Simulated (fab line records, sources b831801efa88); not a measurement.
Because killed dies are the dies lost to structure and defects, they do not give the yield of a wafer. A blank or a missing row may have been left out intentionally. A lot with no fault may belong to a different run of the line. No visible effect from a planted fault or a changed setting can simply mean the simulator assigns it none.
A struck lot beside a sound one	flow sky130	36 out of 708 route steps
Sound: wafers L486.2, L486.4, L486.6. Wafers struck: L494.3, L494.4, L494.6. Last of all comes the cause.
Per side, at each step with rows, come the tool, then ch with its chambers, and then its first start. Under that, the readings that differ: sound wafers	struck wafers	difference of the means	sigmas: that difference in standard deviations of wafers without a fault.
alike: readings with means less than 2 such deviations apart, plus words and numbers identical on both sides. not compared: withheld readings, readings lacking a value on some wafer, bounds such as >300 that could conceal the same value, and numbers that have no deviation in the record and whose values overlap.
Wherever a step has rows on one side only, a row that says differs or no value, or a row with sigmas, the two part there. Numbers that have no deviation but don't overlap get no sigmas and don't part them. Lack of a reading on every wafer of one side parts them only where that side has two or more wafers.

first, 10 steps without rows for these wafers: SKY_POLY_CUT_ETCH_10 (etches BARC in N2/H2, stops on SiO2, time 45.9 s, target depth 60 nm); SKY_POLY_CUT_ETCH_11 (etches Si3N4 in CF4/CH2F2/Ar, stops on poly-Si, time 42.5 s, target depth 60 nm); SKY_POLY_CUT_STRIP_12 (strips in O2/N2); SKY_SD_P_DEHYDRATE_00 (time 60 s); SKY_SD_P_HMDS_01 (prime time 60 s); SKY_SD_P_COAT_02 (resist thk 1140 nm); SKY_SD_P_SOFTBAKE_03 (time 60 s); SKY_SD_P_EXPOSE_04 (exposes mask PSDM, target cd 380 nm); SKY_SD_P_PEB_05; SKY_SD_P_DEVELOP_06 (develop time 60 s).
SKY_SD_P_IMPLANT_09:
  sound on implanter-04 ch 0, day 25 10:52; struck on implanter-03 ch 0, day 29 07:02
reading	sound	struck	difference	sigmas
implant_ion_amu	49 49 49	11 11 11	-38	
model.implant.rp_nm (nm)	17.55 17.55 17.55	66.59 66.59 66.59	+49.04	
model.implant.drp_nm (nm)	9.746 9.746 9.746	28.3 28.3 28.3	+18.6	
SKY_SD_P_STRIP_10: strips in O2/N2.
  sound on plasma_asher-03 ch 0,1, day 25 10:59; struck on plasma_asher-01 ch 0,1, day 29 07:10
reading	sound	struck	difference	sigmas
oes_product_au (a.u.)	0.616 0.617 0.625	0.607 0.614 0.598	-0.013	-3
strip_time_to_endpoint_s (s)	17.52 17.49 17.49	18.13 18.16 18.20	+0.66	+14
  alike: drypump_motor_current_A
  not compared: rf_hours_counter_h
SKY_SD_P_TW_MEAS_11:
  sound: film_metro-04 at day 25 11:05; struck: film_metro-01 at day 29 07:15
reading	sound	struck	difference	sigmas
SD_P_TW	2889 2889 2889	2116 2113 2119	-773	-29
then, 21 steps without rows for these wafers: SKY_RES_XHIGH_DEHYDRATE_00 (time 60 s); SKY_RES_XHIGH_HMDS_01 (prime time 60 s); SKY_RES_XHIGH_COAT_02 (resist thk 1140 nm); SKY_RES_XHIGH_SOFTBAKE_03 (time 60 s); SKY_RES_XHIGH_EXPOSE_04 (exposes mask URPM, target cd 1270 nm); SKY_RES_XHIGH_PEB_05; SKY_RES_XHIGH_DEVELOP_06 (develop time 60 s); SKY_RES_XHIGH_IMPLANT_07; SKY_RES_XHIGH_STRIP_08 (strips in O2/N2); SKY_SD_N_DEHYDRATE_00 (time 60 s); SKY_SD_N_HMDS_01 (prime time 60 s); SKY_SD_N_COAT_02 (resist thk 1140 nm); SKY_SD_N_SOFTBAKE_03 (time 60 s); SKY_SD_N_EXPOSE_04 (exposes mask NSDM, target cd 380 nm); SKY_SD_N_PEB_05; SKY_SD_N_DEVELOP_06 (develop time 60 s); SKY_SD_N_IMPLANT_09; SKY_SD_N_IMPLANT_10; SKY_SD_N_STRIP_11 (strips in O2/N2); SKY_SD_N_CLEAN_13 (cleans in SC1/SC2, time 150 s); SKY_SD_N_RTA_14 (time 2 s).
-- the record jumps here: 2 days lie between the struck wafers' starts before and after --
SKY_SD_N_RS_MEAS_17: measurement is done with a four-point probe.
  sound: film_metro-04 at day 27 20:37; struck: film_metro-04 at day 31 15:40
reading	sound	struck	difference	sigmas
SD_P_RS (ohm/sq)	147.6 147.3 147.5	52.1 52.1 52.1	-95.4	-99 or more
SKY_PAD_OPEN_PROBE_99:
  the record holds rows for the sound wafers here (prober-02, day 45 16:41) but none for the struck ones

WHERE THEY PART
First at SKY_SD_P_STRIP_10; last, within this record, at SKY_PAD_OPEN_PROBE_99.

WHY: what the simulator had put in
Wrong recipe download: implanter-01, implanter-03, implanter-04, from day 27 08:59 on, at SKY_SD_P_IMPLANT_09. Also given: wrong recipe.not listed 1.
